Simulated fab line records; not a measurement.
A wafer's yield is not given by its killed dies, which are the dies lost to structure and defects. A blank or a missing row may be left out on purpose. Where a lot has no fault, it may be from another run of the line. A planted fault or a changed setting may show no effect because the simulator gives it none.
Which of the tools did it?    flow sky130    13 lots, 39 wafers sampled, at 3 steps of a route of 708

## WHAT THE GAUGES SHOWED, per wafer
SKY_LOCAL_INTERCONNECT_THK_MEAS_02: measures by xrf.
lot   measured      on             LOCAL_INTERCONNECT_TIN_THK (nm)
L295  day 28 16:40  film_metro-03  99.8 99.8 100.1
L296  day 28 18:31  film_metro-03  100.5 100.1 99.5
L297  day 29 09:49  film_metro-03  102.1 100.6 101.1
L298  day 29 17:12  film_metro-03  101.2 101.9 99.8
L299  day 30 00:23  film_metro-03  100.1 100.5 99.8
L300  day 30 19:46  film_metro-02  99.4 101.8 100.0
L304  day 31 21:38  film_metro-01  99.1 100.3 99.0
L307  day 32 20:31  film_metro-03  98.9 98.5 99.4
L306  day 33 00:18  film_metro-03  99.8 99.1 100.8
L310  day 33 23:46  film_metro-01  99.6 99.2 100.0
L314  day 36 22:39  film_metro-03  98.4 100.2 99.4
L318  day 36 22:43  film_metro-02  99.4 98.6 101.2
L316  day 37 06:20  film_metro-01  100.4 100.6 99.6

## TOOL THAT RAN EACH LOT (tool first, then ch and the chambers of the sampled wafers, then the start)
lot   SKY_LI_CONTACT_ETCH_15              SKY_LOCAL_INTERCONNECT_SPUTTER_00
L295  rie_diel-02 ch 1,2,3, day 28 15:08  pvd_sputter-02, day 28 16:29
L296  rie_diel-02 ch 0,2,3, day 28 17:11  pvd_sputter-01, day 28 18:19
L297  rie_diel-02 ch 1,2,3, day 29 08:31  pvd_sputter-02, day 29 09:38
L298  rie_diel-04 ch 2,3, day 29 15:53    pvd_sputter-02, day 29 17:01
L299  rie_diel-04 ch 2,3, day 29 22:32    pvd_sputter-01, day 30 00:12
L300  rie_diel-02 ch 1,2, day 30 18:26    pvd_sputter-01, day 30 19:34
L304  rie_diel-02 ch 0,1,2, day 31 20:19  pvd_sputter-01, day 31 21:28
L307  rie_diel-02 ch 0,3, day 32 19:11    pvd_sputter-01, day 32 20:19
L306  rie_diel-04 ch 0,1,3, day 32 22:58  pvd_sputter-01, day 33 00:07
L310  rie_diel-04 ch 0,1,3, day 33 22:17  pvd_sputter-01, day 33 23:34
L314  rie_diel-03 ch 0,3, day 36 21:13    pvd_sputter-01, day 36 22:28
L318  rie_diel-02 ch 0,1, day 36 21:23    pvd_sputter-04, day 36 22:31
L316  rie_diel-04 ch 0,1,3, day 37 04:52  pvd_sputter-01, day 37 06:10
- SKY_LI_CONTACT_ETCH_15: etches PSG in C4F8/O2/Ar, stops on Si, target depth 600 nm.
- SKY_LOCAL_INTERCONNECT_SPUTTER_00: material TiN, target thk 100 nm, time 83.3 s.

## AS READ BY THE TOOLS THEMSELVES (means over the sampled wafers that have a number; for cases with no such wafer, the mark the record gives instead)
SKY_LI_CONTACT_ETCH_15.
lot   tool         oes_product_au (a.u.)
L295  rie_diel-02  0.840
L296  rie_diel-02  0.837
L297  rie_diel-02  0.838
L298  rie_diel-04  0.836
L299  rie_diel-04  0.837
L300  rie_diel-02  0.840
L304  rie_diel-02  0.835
L307  rie_diel-02  0.838
L306  rie_diel-04  0.835
L310  rie_diel-04  0.837
L314  rie_diel-03  0.839
L318  rie_diel-02  0.834
L316  rie_diel-04  0.839

SKY_LOCAL_INTERCONNECT_SPUTTER_00.
lot   tool            throttle_valve_pct (%)
L295  pvd_sputter-02  30.1
L296  pvd_sputter-01  30.7
L297  pvd_sputter-02  30.3
L298  pvd_sputter-02  30.4
L299  pvd_sputter-01  30.2
L300  pvd_sputter-01  30.7
L304  pvd_sputter-01  30.6
L307  pvd_sputter-01  31.0
L306  pvd_sputter-01  30.7
L310  pvd_sputter-01  31.1
L314  pvd_sputter-01  30.7
L318  pvd_sputter-04  30.9
L316  pvd_sputter-01  31.0

## THE ANSWER, worked out from the rows above alone
Rule: usual is defined by the lots themselves. Put in order of their means at a reading, lots are off if they are a third of the lots or fewer, leave a main group of 4 or more, and stand apart from it by a gap of 3 or more times the standard deviation of the main group's means; of several such gaps the widest counts. The tables above print the reading to a certain number of digits; a main group whose means all agree to those digits is not used. Also off: a lot with no number at a reading for which 4 or more lots have one. All remaining lots with rows at the step are treated as sound. After the gauges, taken in route order, come the tools' own readings; for these a lot's mean is taken, as printed above. The first step at which some lot is off is used, and at that step the reading that is off furthest; a lot without a number counts as furthest.
No lot is off at any reading shown: from this, nothing can be told.

## WHAT THE SIMULATOR PUT IN
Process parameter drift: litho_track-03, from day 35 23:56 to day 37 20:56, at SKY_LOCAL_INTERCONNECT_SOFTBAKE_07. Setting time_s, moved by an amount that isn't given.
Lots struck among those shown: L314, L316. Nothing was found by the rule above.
